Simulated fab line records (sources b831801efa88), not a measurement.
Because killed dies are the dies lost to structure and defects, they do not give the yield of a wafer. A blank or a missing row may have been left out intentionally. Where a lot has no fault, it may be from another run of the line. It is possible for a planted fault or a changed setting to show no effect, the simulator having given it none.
A lot that was struck, set against a sound lot + flow sfq line + 31 out of 325 route steps
Sound: wafers L928.3, L928.4, L928.6. Struck: wafers L936.2, L936.5, L936.6. The cause is named last.
For every step that has rows: the tool of each side, followed by ch and its chambers, followed by its first start. Under that, the readings that differ: sound wafers + struck wafers + difference of the means + sigmas: that difference in standard deviations of wafers without a fault.
alike: a reading whose means differ by less than 2 such deviations, as well as words and numbers matching on both sides. not compared: withheld readings; readings where some wafer has no value; bounds like >300 that might hide an equal value; numbers whose values overlap and for which the record gives no deviation.
A row with sigmas, a row that says differs or no value, or rows on one side alone: a step with any of these is where the two part. Numbers that don't overlap but have no deviation are shown without sigmas and don't part them. Lack of a reading on every wafer of one side parts them only where that side has two or more wafers.

SFQ_INCOMING_BOW_MEAS_900:
  struck on film metro-02, day 4 03:01; sound on film metro-02, day 2 11:02
  alike: INCOMING_BOW
then, 1 step without rows for these wafers: SFQ_TRILAYER_INCOMING_OXIDATION_002 (target thk 500 nm, ox time 4939 s).
SFQ_TRILAYER_L0_DEP_SPUTTER_003: material MoNx KI, target thk 40 nm, time 100 s.
  struck on pvd sputter-06, day 4 05:29; sound on pvd sputter-05, day 2 13:29
| reading                                                  | sound             | struck            | difference | sigmas |
|----------------------------------------------------------|-------------------|-------------------|------------|--------|
| model.MoNx_KI_of_TRILAYER_L0_DEP_SPUTTER_003.thk nm (nm) | 39.82 40.19 40.29 | 51.18 51.47 51.22 | +11.19     |        |
  alike: base pressure pa, throttle valve pct
SFQ_L0_RS_MEAS_901: measurement is done with a four-point probe.
  struck on film metro-02, day 4 05:52; sound on film metro-03, day 2 13:36
| reading                | sound          | struck         | difference | sigmas |
|------------------------|----------------|----------------|------------|--------|
| L0_MONX_KI_RS (ohm/sq) | 43.7 43.2 43.1 | 33.9 33.8 33.9 | -9.5       | -24    |
  not compared: hold
SFQ_L0_THK_MEAS_902: measures by xrf.
  struck on film metro-02, day 4 08:56; sound on film metro-03, day 2 13:42
| reading             | sound          | struck         | difference | sigmas |
|---------------------|----------------|----------------|------------|--------|
| L0_MONX_KI_THK (nm) | 39.7 40.1 40.1 | 50.9 51.1 50.7 | +10.9      | +29    |
  not compared: hold
then, 5 steps without rows for these wafers: SFQ_TRILAYER_L0_LITHO_COAT_005 (resist thk 600 nm); SFQ_TRILAYER_L0_LITHO_SOFTBAKE_009; SFQ_TRILAYER_L0_LITHO_EXPOSE_006 (exposes mask L0, target cd 2000 nm); SFQ_TRILAYER_L0_LITHO_PEB_008 (peb time 60 s); SFQ_TRILAYER_L0_LITHO_DEVELOP_007 (time 60 s).
SFQ_TRILAYER_L0_BARC_OPEN_METAL_ETCH_010: etches BARC in O2, target depth 125 nm, time 41.7 s.
  sound on rie metal-03 ch 0,1, day 3 14:26; struck on rie metal-01 ch 0,1, day 5 09:17
  alike: drypump motor current A, oes product au, rf fwd power W
  not compared: rf hours counter h
SFQ_TRILAYER_L0_ETCH_METAL_ETCH_008: etches MoNx KI in SF6/O2, stops on SiO2, target depth 50 nm, time 25 s.
  sound on rie metal-03 ch 0,1, day 3 14:29; struck on rie metal-01 ch 0,1, day 5 09:21
| reading               | sound             | struck            | difference | sigmas |
|-----------------------|-------------------|-------------------|------------|--------|
| oes product au (a.u.) | 0.876 0.877 0.877 | 0.995 0.996 1.002 | +0.121     | +20    |
  alike: drypump motor current A, rf fwd power W
  not compared: rf hours counter h
SFQ_TRILAYER_L0_STRIP_STRIP_009: strips in O2.
  sound on rie metal-03 ch 0,1, day 3 14:43; struck on rie metal-01 ch 0,1, day 5 09:24
  alike: drypump motor current A, oes product au
  not compared: rf hours counter h
then, 8 steps without rows for these wafers: SFQ_TRILAYER_L0_STRIP_SOLV_CLEAN_010 (cleans in NMP, time 600 s); SFQ_TRILAYER_L0_CAP_PECVD_011 (deposits SiO2 from SiH4/N2O, time 13.333 s, target thk 60 nm); SFQ_TRILAYER_L0_VIA_LITHO_COAT_018 (resist thk 62 nm); SFQ_TRILAYER_L0_VIA_LITHO_COAT_013 (resist thk 650 nm); SFQ_TRILAYER_L0_VIA_LITHO_SOFTBAKE_017; SFQ_TRILAYER_L0_VIA_LITHO_EXPOSE_014 (exposes mask L0V, target cd 700 nm); SFQ_TRILAYER_L0_VIA_LITHO_PEB_016 (peb time 60 s); SFQ_TRILAYER_L0_VIA_LITHO_DEVELOP_015 (time 60 s).
-- the record jumps here: 3 days lie between the struck wafers' starts before and after --
SFQ_L0V_OVL_MEAS_903:
  struck on overlay-02, day 8 16:31; sound on overlay-02, day 6 11:53
  alike: L0V_OVL
then, 1 step without rows for these wafers: SFQ_TRILAYER_L0_VIA_BARC_OPEN_VIA_ETCH_021 (etches BARC in O2, target depth 125 nm, time 41.7 s).
SFQ_TRILAYER_L0_VIA_ETCH_VIA_ETCH_016: etches SiO2 in CHF3, stops on MoNx KI, target depth 80 nm.
  sound on rie diel-03 ch 1,2, day 6 11:57; struck on rie diel-03 ch 1,2, day 8 16:35
  alike: drypump motor current A, oes product au, rf fwd power W
SFQ_TRILAYER_L0_VIA_STRIP_STRIP_017: strips in O2.
  sound on rie metal-02 ch 0,1, day 6 12:12; struck on rie metal-02 ch 0,1, day 8 16:38
  alike: drypump motor current A, oes product au
  not compared: rf hours counter h
then, 2 steps without rows for these wafers: SFQ_TRILAYER_L0_VIA_STRIP_SOLV_CLEAN_018 (cleans in NMP, time 600 s); SFQ_TRILAYER_M0_DEP_PRE_CLEAN_020 (time 15 s).
SFQ_TRILAYER_M0_DEP_SPUTTER_019: material Nb, target thk 200 nm, time 133.3 s.
  struck on pvd sputter-04, day 8 17:26; sound on pvd sputter-03, day 6 12:48
  alike: base pressure pa, throttle valve pct
SFQ_M0_RS_MEAS_904: measurement is done with a four-point probe.
  struck on film metro-01, day 8 17:32; sound on film metro-01, day 6 12:56
  alike: M0_NB_RS
then, 1 step without rows for these wafers: SFQ_TRILAYER_M0_LITHO_COAT_026 (resist thk 62 nm).
-- the record jumps here: 73 days lie between the struck wafers' starts before and after --
SFQ_M8_BOW_MEAS_951:
  struck on film metro-01, day 82 04:08; sound on film metro-03, day 70 16:16
| reading                  | sound             | struck            | difference | sigmas |
|--------------------------|-------------------|-------------------|------------|--------|
| model.etest.l0.ohm sq    | 43.71 43.31 43.2  | 34.01 33.81 33.98 | -9.47      |        |
| model.etest.l0v.link ohm | 44.64 44.25 44.14 | 34.96 34.76 34.93 | -9.46      |        |
| model.etest.l0.ohm um    | 21.84 21.64 21.59 | 17 16.9 16.98     | -5         |        |
  alike: M8_BOW

WHERE THEY PART
First at SFQ_L0_RS_MEAS_901; last, within this record, at SFQ_TRILAYER_L0_ETCH_METAL_ETCH_008. Later steps at which nothing parts them and some readings are alike: SFQ_TRILAYER_L0_STRIP_STRIP_009, SFQ_L0V_OVL_MEAS_903, SFQ_TRILAYER_L0_VIA_ETCH_VIA_ETCH_016, SFQ_TRILAYER_L0_VIA_STRIP_STRIP_017, SFQ_TRILAYER_M0_DEP_SPUTTER_019, SFQ_M0_RS_MEAS_904, SFQ_M8_BOW_MEAS_951.

WHY: what had been put in by the simulator
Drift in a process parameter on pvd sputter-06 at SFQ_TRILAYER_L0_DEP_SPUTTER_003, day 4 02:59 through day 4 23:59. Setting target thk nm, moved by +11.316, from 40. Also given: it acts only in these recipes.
